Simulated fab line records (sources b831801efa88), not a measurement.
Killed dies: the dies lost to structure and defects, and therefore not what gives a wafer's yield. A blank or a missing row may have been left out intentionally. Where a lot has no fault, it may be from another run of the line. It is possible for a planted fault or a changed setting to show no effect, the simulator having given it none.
fab line records	flow sky130
[record] lots = 12	wafers = 36	last-day = 51
route steps=708 shown LDD_LDN@296 SPACER@305 POLY_CUT@317 SD_P@329 PAD_OPEN@708
lots that met no fault: from a run of the same line without faults
start-h: start of the lot's first displayed wafer, in hours after the record's first day	wait-h: hours elapsed since this lot's preceding step	" as in the row above	L1.1+2: several wafers, shown together as one row	- no value, or no start was given	* or withheld: withheld	< > ~ a bound
route shown NAME@n: NAME is a module with steps in the file, n the number in the route of the first one	usual: mean/standard deviation of fault-free wafers	same: alike in all rows	chamber/n: place in a boat	sites: per-site readings	_std_site: their standard deviation	_edge_site: inner sites' mean taken away from outer sites' mean	radius-mm: how far each site lies from the wafer's centre	mask NAME#n: copy n	behind: the tool/chamber that last shaped the wafer	hold: reason for holding the lot/hours on hold/outcome of the hold	device: the transistor (n, p or np) that didn't switch	end of line: the route-end tests of the same wafers	a step with no rows: only its recipe	killed: dies that structure and defects cost at the first sort, which is not the same as the wafer's yield	map: shows each die of a wafer: x if killed, . if not, _ if none is there
set.NAME: setting as actually run; set.NAME@STEP: the setting as run at that earlier step	model.NAME: the simulator's own value behind a step, which no gauge read
steps of the route over a sample of lots; a table a step, a row a wafer
services: from which hour (start-h, from the record's first day; less than 0 if before it) a tool's chamber was out of use, for how many hours, and why
[[steps]]
[step SKY_LDD_LDN_OVL_MEAS_07]
[usual] LDD_LDN_OVL = -0.1/1.5
lot.wafer	tool	chamber	start-h	wait-h	LDD_LDN_OVL[nm]
L313.1	overlay-01	-	576.60	0.1	2.9
L313.2	"	-	"	"	2.6
L313.4	"	-	"	"	3.6
L314.1	overlay-02	-	604.05	0.1	2.4
L314.2	"	-	"	"	0.1
L314.5	"	-	"	"	0.3
L317.1	overlay-02	-	616.40	0.1	1.9
L317.2	"	-	"	"	1.3
L317.6	"	-	"	"	1.4
L318.2	overlay-01	-	631.16	0.1	-0.8
L318.3	"	-	"	"	-0.4
L318.5	"	-	"	"	-1.8
L319.1	overlay-02	-	635.73	0.1	-1.7
L319.3	"	-	"	"	2.6
L319.6	"	-	"	"	-1.0
L322.2	overlay-02	-	663.66	0.1	1.2
L322.4	"	-	"	"	2.4
L322.5	"	-	"	"	0.7
L325.3	overlay-01	-	680.47	0.1	1.1
L325.4	"	-	"	"	1.5
L325.6	"	-	"	"	1.5
L324.3	overlay-02	-	684.02	0.1	-2.4
L324.4	"	-	"	"	-3.6
L324.6	"	-	"	"	0.5
L327.1	overlay-01	-	697.26	0.1	1.5
L327.4	"	-	"	"	-0.4
L327.5	"	-	"	"	2.3
L328.2	overlay-01	-	700.36	0.1	-1.6
L328.3	"	-	"	"	-1.6
L328.6	"	-	"	"	-1.1
L329.1	overlay-02	-	707.30	0.1	-0.9
L329.3	"	-	"	"	1.2
L329.4	"	-	"	"	-0.5
L332.1	overlay-02	-	730.06	0.1	-1.5
L332.2	"	-	"	"	-0.8
L332.4	"	-	"	"	0.1
[step SKY_SPACER_THK_MEAS_01]
[recipe] reads = Si3N4_of_SPACER_CVD_00
[usual] SPACER_CVD_00_THK = 42.8/0.43
lot.wafer	tool	chamber	start-h	wait-h	SPACER_CVD_00_THK[nm]
L313.1	film-metro-02	-	578.65	0.0	43.0
L313.2	"	-	"	"	43.2
L313.4	"	-	"	"	43.1
L314.1	film-metro-04	-	606.10	0.0	43.0
L314.2	"	-	"	"	42.7
L314.5	"	-	"	"	43.1
L317.1	film-metro-02	-	618.46	0.0	42.7
L317.2	"	-	"	"	43.0
L317.6	"	-	"	"	42.7
L318.2	film-metro-03	-	633.22	0.0	43.5
L318.3	"	-	"	"	43.3
L318.5	"	-	"	"	42.9
L319.1	film-metro-02	-	639.12	0.0	42.6
L319.3	"	-	"	"	43.2
L319.6	"	-	"	"	42.7
L322.2	film-metro-04	-	665.72	0.0	43.3
L322.4	"	-	"	"	43.2
L322.5	"	-	"	"	43.4
L325.3	film-metro-02	-	682.53	0.0	42.4
L325.4	"	-	"	"	42.4
L325.6	"	-	"	"	42.0
L324.3	film-metro-03	-	686.08	0.0	42.9
L324.4	"	-	"	"	42.4
L324.6	"	-	"	"	42.3
L327.1	film-metro-02	-	699.31	0.0	42.0
L327.4	"	-	"	"	42.5
L327.5	"	-	"	"	42.5
L328.2	film-metro-02	-	702.93	0.0	42.5
L328.3	"	-	"	"	42.7
L328.6	"	-	"	"	42.7
L329.1	film-metro-04	-	709.35	0.0	42.9
L329.3	"	-	"	"	42.6
L329.4	"	-	"	"	42.9
L332.1	film-metro-04	-	733.66	0.0	43.2
L332.2	"	-	"	"	42.6
L332.4	"	-	"	"	43.0
[step SKY_POLY_CUT_ETCH_10]
[recipe] chemistry = N2/H2	target = BARC	ion-energy-ev = 200	source-w = 500	bias-w = 100	pressure-mtorr = 30	n2-flow-sccm = 100	h2-flow-sccm = 200	stop-on = SiO2	time-s = 45.9	target-depth-a = 600
[usual] chamber-pressure-mTorr = 30.001/0.029	drypump-motor-current-A = 5.7/0.58	oes-product-au = 0.854/0.0044	throttle-valve-pct = 13.226/0.0094
lot.wafer	tool	chamber	start-h	wait-h	chamber-pressure-mTorr	drypump-motor-current-A	oes-product-au	rf-hours-counter-h	throttle-valve-pct
L313.1	rie-diel-04	3	607.96	0.0	29.950	5.5	0.852	8	13.232
L313.2	"	2	"	"	29.960	5.9	0.856	47	13.243
L313.4	"	0	"	"	30.014	5.7	0.855	17	13.221
L314.1	rie-diel-03	3	635.86	0.0	30.004	6.3	0.856	16	13.235
L314.2	"	2	"	"	30.050	5.9	0.849	15	13.232
L314.5	"	1	"	"	30.072	6.6	0.853	-	13.241
L317.1	rie-diel-02	1	647.96	0.0	29.978	4.9	0.856	3	13.212
L317.2	"	3	"	"	30.014	5.8	0.850	61	13.223
L317.6	"	3	"	"	29.981	5.8	0.859	-	13.232
L318.2	rie-diel-02	2	662.45	0.0	29.991	6.3	0.850	18	13.230
L318.3	"	0	"	"	29.946	5.3	0.853	30	13.230
L318.5	"	2	"	"	29.991	6.3	0.855	-	13.210
L319.1	rie-diel-02	2	668.75	0.0	29.961	6.3	0.852	18	13.228
L319.3	"	0	"	"	29.988	5.3	0.843	31	13.222
L319.6	"	1	"	"	29.998	4.9	0.856	-	13.220
L322.2	rie-diel-03	2	694.94	0.0	29.975	5.9	0.850	17	13.240
L322.4	"	1	"	"	30.019	6.6	0.858	52	13.223
L322.5	"	0	"	"	30.011	4.8	0.847	-	13.229
L325.3	rie-diel-04	1	710.59	0.0	29.987	5.4	0.856	7	13.218
L325.4	"	3	"	"	29.951	5.5	0.853	10	13.220
L325.6	"	1	"	"	30.019	5.4	0.861	-	13.235
L324.3	rie-diel-03	2	714.09	0.0	29.962	5.9	0.857	17	13.235
L324.4	"	3	"	"	29.978	6.3	0.852	18	13.209
L324.6	"	3	"	"	30.006	6.3	0.854	-	13.226
L327.1	rie-diel-02	2	727.45	0.0	29.966	6.3	0.855	20	13.221
L327.4	"	0	"	"	30.019	5.3	0.854	32	13.219
L327.5	"	2	"	"	30.001	6.3	0.857	-	13.227
L328.2	rie-diel-03	0	731.18	0.0	30.030	4.8	0.861	3	13.228
L328.3	"	3	"	"	29.991	6.3	0.864	19	13.213
L328.6	"	3	"	"	30.008	6.3	0.852	-	13.232
L329.1	rie-diel-02	1	737.36	0.0	30.008	4.9	0.864	5	13.238
L329.3	"	0	"	"	30.027	5.3	0.859	32	13.217
L329.4	"	2	"	"	29.956	6.3	0.857	20	13.254
L332.1	rie-diel-04	1	761.52	0.0	30.027	5.4	0.858	9	13.236
L332.2	"	3	"	"	30.006	5.6	0.861	11	13.208
L332.4	"	3	"	"	30.033	5.6	0.851	-	13.243
[step SKY_SD_P_IMPLANT_09]
[recipe] species = BF2	energy-kev = 20	dose-cm2 = 3e+15	tilt-deg = 0
[usual] beam-energy-keV = 20.000/0.0061	faraday-current-uA = 12430/470
lot.wafer	tool	chamber	start-h	wait-h	beam-energy-keV	faraday-current-uA
L313.1	implanter-02	0	637.61	0.0	19.998	12832
L313.2	"	0	"	"	20.007	13054
L313.4	"	0	"	"	19.998	12973
L314.1	implanter-04	0	665.25	0.0	19.987	12683
L314.2	"	0	"	"	19.996	12862
L314.5	"	0	"	"	19.991	13372
L317.1	implanter-01	0	676.15	0.0	20.002	12544
L317.2	"	0	"	"	19.998	12108
L317.6	"	0	"	"	20.005	11871
L318.2	implanter-01	0	692.81	0.0	19.997	11972
L318.3	"	0	"	"	19.989	12142
L318.5	"	0	"	"	20.005	12168
L319.1	implanter-04	0	697.65	0.0	20.007	13116
L319.3	"	0	"	"	20.000	13059
L319.6	"	0	"	"	20.006	13041
L322.2	implanter-01	0	723.03	0.0	19.991	12251
L322.4	"	0	"	"	19.999	11798
L322.5	"	0	"	"	19.999	12096
L325.3	implanter-01	0	738.34	0.1	19.227	12215
L325.4	"	0	"	"	19.215	12072
L325.6	"	0	"	"	19.227	12308
L324.3	implanter-01	0	742.50	0.1	19.243	12179
L324.4	"	0	"	"	19.218	11969
L324.6	"	0	"	"	19.225	12103
L327.1	implanter-01	0	756.00	0.0	19.234	11864
L327.4	"	0	"	"	19.231	12124
L327.5	"	0	"	"	19.231	11985
L328.2	implanter-02	0	759.11	0.0	19.996	12416
L328.3	"	0	"	"	20.004	12719
L328.6	"	0	"	"	20.002	13035
L329.1	implanter-02	0	764.65	0.0	20.007	12735
L329.3	"	0	"	"	20.003	12935
L329.4	"	0	"	"	20.002	12593
L332.1	implanter-02	0	788.36	0.0	19.998	13144
L332.2	"	0	"	"	19.998	12580
L332.4	"	0	"	"	19.997	12877
[step SKY_SD_N_RS_MEAS_17]
[recipe] thk-meas-gauge = four-point-probe
[usual] SD_P_RS = 147.0/0.45
lot.wafer	tool	chamber	start-h	wait-h	SD_P_RS[ohm/sq]
L313.1	film-metro-01	-	696.52	0.1	146.7
L313.2	"	-	"	"	146.7
L313.4	"	-	"	"	146.9
L314.1	film-metro-03	-	723.66	0.1	146.8
L314.2	"	-	"	"	147.1
L314.5	"	-	"	"	147.3
L317.1	film-metro-03	-	732.87	0.1	146.8
L317.2	"	-	"	"	146.7
L317.6	"	-	"	"	146.9
L318.2	film-metro-01	-	749.98	0.1	146.7
L318.3	"	-	"	"	146.4
L318.5	"	-	"	"	146.5
L319.1	film-metro-01	-	755.19	0.1	146.5
L319.3	"	-	"	"	146.9
L319.6	"	-	"	"	146.8
L322.2	film-metro-03	-	779.15	0.1	147.0
L322.4	"	-	"	"	147.3
L322.5	"	-	"	"	147.2
L325.3	film-metro-04	-	792.55	0.1	150.3
L325.4	"	-	"	"	150.8
L325.6	"	-	"	"	150.0
L324.3	film-metro-03	-	797.66	0.1	149.6
L324.4	"	-	"	"	149.2
L324.6	"	-	"	"	150.0
L327.1	film-metro-01	-	810.46	0.1	149.1
L327.4	"	-	"	"	149.2
L327.5	"	-	"	"	148.8
L328.2	film-metro-01	-	814.15	0.1	146.8
L328.3	"	-	"	"	147.4
L328.6	"	-	"	"	146.7
L329.1	film-metro-04	-	818.96	0.1	147.2
L329.3	"	-	"	"	147.3
L329.4	"	-	"	"	147.2
L332.1	film-metro-01	-	843.04	0.1	146.7
L332.2	"	-	"	"	147.1
L332.4	"	-	"	"	147.1
[step SKY_PAD_OPEN_PROBE_99]
[usual] killed_at_M0_to_M3 = 43/6.4	killed_at_M4_up = 3.3/1.9	killed-at-contacts = 24/5.7	killed-at-front-end = 15/4.7	killed-at-other = 0.3/0.48	killed-dies = 86/9.2	killed-open = 47/7	killed-short = 39/6.5
[same] gross-dies = 492	killed-at-back-side = 0
lot.wafer	tool	chamber	start-h	wait-h	killed_at_M0_to_M3	killed_at_M4_up	killed-at-contacts	killed-at-front-end	killed-at-other	killed-dies	killed-open	killed-short
L314.1	prober-01	-	1145.32	0.1	56	2	18	19	0	95	55	40
L314.2	prober-01	-	1145.37	0.1	43	5	29	24	0	101	51	50
L314.5	prober-01	-	1145.52	0.2	49	4	21	22	1	97	53	43
L317.1	prober-02	-	1154.68	0.1	40	2	35	19	0	96	50	45
L317.2	prober-02	-	1154.73	0.1	33	4	31	13	0	81	40	40
L317.6	prober-02	-	1154.93	0.2	40	5	29	8	0	82	46	35
L322.2	prober-01	-	1185.98	0.1	34	8	23	11	0	76	47	29
L322.4	prober-01	-	1186.08	0.2	35	1	16	15	0	67	34	31
L322.5	prober-01	-	1186.13	0.2	44	7	16	12	0	79	39	37
L327.1	prober-02	-	1203.81	0.1	44	2	24	14	0	84	51	33
L327.4	prober-02	-	1203.96	0.2	40	1	30	18	1	90	52	38
L327.5	prober-02	-	1204.01	0.2	50	3	27	25	0	105	60	45
L328.2	prober-01	-	1205.11	0.1	39	3	24	26	0	92	44	48
L328.3	prober-01	-	1205.16	0.2	33	1	26	15	0	75	40	33
L328.6	prober-01	-	1205.31	0.2	41	6	24	18	0	89	45	44
L332.1	prober-01	-	1223.05	0.1	31	5	18	21	0	75	36	39
L332.2	prober-01	-	1223.10	0.1	45	6	22	17	0	90	42	48
L332.4	prober-01	-	1223.20	0.2	38	6	24	13	0	81	41	40
// killed by level:class
L314.1 VIA1:geometric-particle:open=14 METAL2:geometric-particle:short=10 VIA2:geometric-particle:open=9 FIELD_ISO:geometric-particle:open=7 CONTACT:geometric-particle:open=7 VIA3:geometric-particle:open=7 FIELD_ISO:geometric-particle:short=5 VIA1:geometric-particle:short=5
L314.2 VIA1:geometric-particle:open=18 CONTACT:geometric-particle:open=10 FIELD_ISO:geometric-particle:short=9 METAL1:geometric-particle:short=8 LOCAL_INTERCONNECT:geometric-particle:short=7 METAL2:geometric-particle:short=5 FIELD_ISO:geometric-particle:open=4 SPACER:geometric-particle:open=4
L314.5 VIA1:geometric-particle:open=14 CONTACT:geometric-particle:open=8 METAL2:geometric-particle:short=8 FIELD_ISO:geometric-particle:open=6 VIA3:geometric-particle:open=6 LOCAL_INTERCONNECT:geometric-particle:short=5 VIA2:geometric-particle:open=5 FIELD_ISO:geometric-particle:short=4
L317.1 CONTACT:geometric-particle:open=12 VIA1:geometric-particle:open=10 LI_CONTACT:geometric-particle:open=9 LOCAL_INTERCONNECT:geometric-particle:short=6 METAL1:geometric-particle:short=5 METAL2:geometric-particle:short=5 VIA3:geometric-particle:open=5 FIELD_ISO:geometric-particle:short=4
L317.2 CONTACT:geometric-particle:open=15 METAL1:geometric-particle:short=7 VIA1:geometric-particle:open=6 FIELD_ISO:geometric-particle:short=5 LI_CONTACT:geometric-particle:open=5 VIA1:geometric-particle:short=5 CONTACT:geometric-particle:short=4 VIA3:geometric-particle:open=4
L317.6 CONTACT:geometric-particle:open=13 VIA1:geometric-particle:open=11 LI_CONTACT:geometric-particle:open=8 VIA3:geometric-particle:open=6 METAL2:geometric-particle:short=6 METAL1:geometric-particle:short=5 CONTACT:geometric-particle:short=5 VIA1:geometric-particle:short=4
L322.2 VIA1:geometric-particle:open=11 CONTACT:geometric-particle:open=10 VIA3:geometric-particle:open=6 POLY_GATE:geometric-particle:open=5 CONTACT:geometric-particle:short=5 LOCAL_INTERCONNECT:geometric-particle:short=5 METAL2:geometric-particle:short=4 VIA2:geometric-particle:open=4
L322.4 POLY_GATE:geometric-particle:open=5 METAL1:geometric-particle:short=5 VIA1:geometric-particle:open=5 VIA3:geometric-particle:open=5 FIELD_ISO:geometric-particle:short=4 LI_CONTACT:geometric-particle:open=4 LOCAL_INTERCONNECT:geometric-particle:short=4 METAL2:geometric-particle:short=4
L322.5 VIA1:geometric-particle:open=8 METAL2:geometric-particle:short=6 VIA1:geometric-particle:short=5 VIA3:geometric-particle:short=5 VIA3:geometric-particle:open=5 CONTACT:geometric-particle:short=4 LI_CONTACT:geometric-particle:open=4 METAL1:geometric-particle:short=4
L327.1 CONTACT:geometric-particle:open=14 VIA1:geometric-particle:open=11 VIA2:geometric-particle:open=8 POLY_GATE:geometric-particle:short=7 METAL1:geometric-particle:short=6 VIA1:geometric-particle:short=6 LI_CONTACT:geometric-particle:open=5 LI_CONTACT:geometric-particle:short=3
L327.4 VIA2:geometric-particle:open=10 LI_CONTACT:geometric-particle:open=9 CONTACT:geometric-particle:open=9 VIA3:geometric-particle:open=8 POLY_GATE:geometric-particle:short=6 METAL1:geometric-particle:short=6 CONTACT:geometric-particle:short=6 VIA1:geometric-particle:open=5
L327.5 VIA1:geometric-particle:open=11 FIELD_ISO:geometric-particle:open=9 VIA3:geometric-particle:open=8 LI_CONTACT:geometric-particle:open=7 CONTACT:geometric-particle:open=7 VIA3:geometric-particle:short=7 CONTACT:geometric-particle:short=6 POLY_GATE:geometric-particle:short=5
L328.2 VIA1:geometric-particle:open=8 FIELD_ISO:geometric-particle:short=7 METAL2:geometric-particle:short=7 LI_CONTACT:geometric-particle:open=7 FIELD_ISO:geometric-particle:open=5 CONTACT:geometric-particle:open=5 VIA3:geometric-particle:open=5 POLY_GATE:geometric-particle:short=4
L328.3 CONTACT:geometric-particle:open=8 LI_CONTACT:geometric-particle:open=7 CONTACT:geometric-particle:short=6 VIA3:geometric-particle:open=6 FIELD_ISO:geometric-particle:short=4 VIA2:geometric-particle:open=4 METAL1:geometric-particle:short=4 VIA1:geometric-particle:open=4
L328.6 VIA1:geometric-particle:open=9 FIELD_ISO:geometric-particle:open=7 METAL2:geometric-particle:short=7 LOCAL_INTERCONNECT:geometric-particle:short=6 FIELD_ISO:geometric-particle:short=5 LI_CONTACT:geometric-particle:open=5 VIA1:geometric-particle:short=5 VIA2:geometric-particle:open=5
L332.1 FIELD_ISO:geometric-particle:short=7 LOCAL_INTERCONNECT:geometric-particle:short=7 VIA2:geometric-particle:open=7 CONTACT:geometric-particle:open=6 VIA1:geometric-particle:open=5 FIELD_ISO:geometric-particle:open=4 POLY_GATE:geometric-particle:short=4 METAL1:geometric-particle:short=4
L332.2 VIA2:geometric-particle:open=8 LI_CONTACT:geometric-particle:open=7 CONTACT:geometric-particle:open=7 VIA1:geometric-particle:open=7 VIA1:geometric-particle:short=7 METAL4:geometric-particle:short=6 FIELD_ISO:geometric-particle:short=5 VIA3:geometric-particle:short=5
L332.4 VIA1:geometric-particle:open=10 CONTACT:geometric-particle:open=8 LOCAL_INTERCONNECT:geometric-particle:short=6 VIA1:geometric-particle:short=6 POLY_GATE:geometric-particle:short=5 VIA3:geometric-particle:open=5 FIELD_ISO:geometric-particle:open=4 METAL2:geometric-particle:short=4
[[services]]
tool	chamber	start-h	hours	kind
implanter-02	-	591.58	1.2	repair
rie-diel-02	-	601.10	3.6	repair
implanter-02	-	602.31	19.8	pm
implanter-01	-	602.65	3.0	repair
rie-diel-02	1	609.39	15.7	repair
rie-diel-04	-	613.30	2.8	pm
rie-diel-04	-	616.75	0.4	repair
rie-diel-03	1	653.15	2.4	repair
rie-diel-04	2	665.30	4.5	repair
rie-diel-04	0	670.91	25.9	repair
implanter-02	-	678.24	1.8	repair
implanter-01	-	681.09	4.8	pm
rie-diel-04	-	684.54	1.2	repair
rie-diel-04	2	684.81	3.0	repair
rie-diel-04	-	684.89	0.4	repair
rie-diel-02	3	692.56	5.9	repair
rie-diel-03	1	704.78	4.5	repair
rie-diel-02	0	705.22	7.1	repair
rie-diel-04	-	729.35	1.1	repair
rie-diel-02	2	744.20	18.7	repair
implanter-02	-	755.80	2.1	repair
rie-diel-02	1	757.91	1.4	repair
rie-diel-04	2	758.78	4.1	repair
rie-diel-02	2	764.55	4.9	repair
[[key]]
[first-sign] step = SKY_SD_P_IMPLANT_09	reading = beam-energy-keV	direction = down	sigmas = 99+	usual = *	struck = *
[effect] step = SKY_SD_N_RS_MEAS_17	reading = SD_P_RS	direction = up	sigmas = 5.9	usual = 147.0	struck = 149.7
met-at SKY_SD_P_IMPLANT_09
struck-lots L324,L325,L327
tester-left-out L324,L325,L327
not-acting-at SKY_LDD_LDN_OVL_MEAS_07,SKY_SPACER_THK_MEAS_01,SKY_POLY_CUT_ETCH_10
onset-between 723.03 738.34
[fault] kind = process-parameter-drift	tool = implanter-01	chamber = -	onset-h = 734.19	steps = SKY_SD_P_IMPLANT_09	channel = energy-kev	offset = *	shape = step	end-h = 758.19	acts-in = *	stated = *
// tester-left-out: of these lots the tester's yield and bins aren't shown, on N5 and GAA mostly nor the transistor test; their killed dies are dies lost to structure and defects alone, not to doping, threshold or leakage, so they don't give the yield
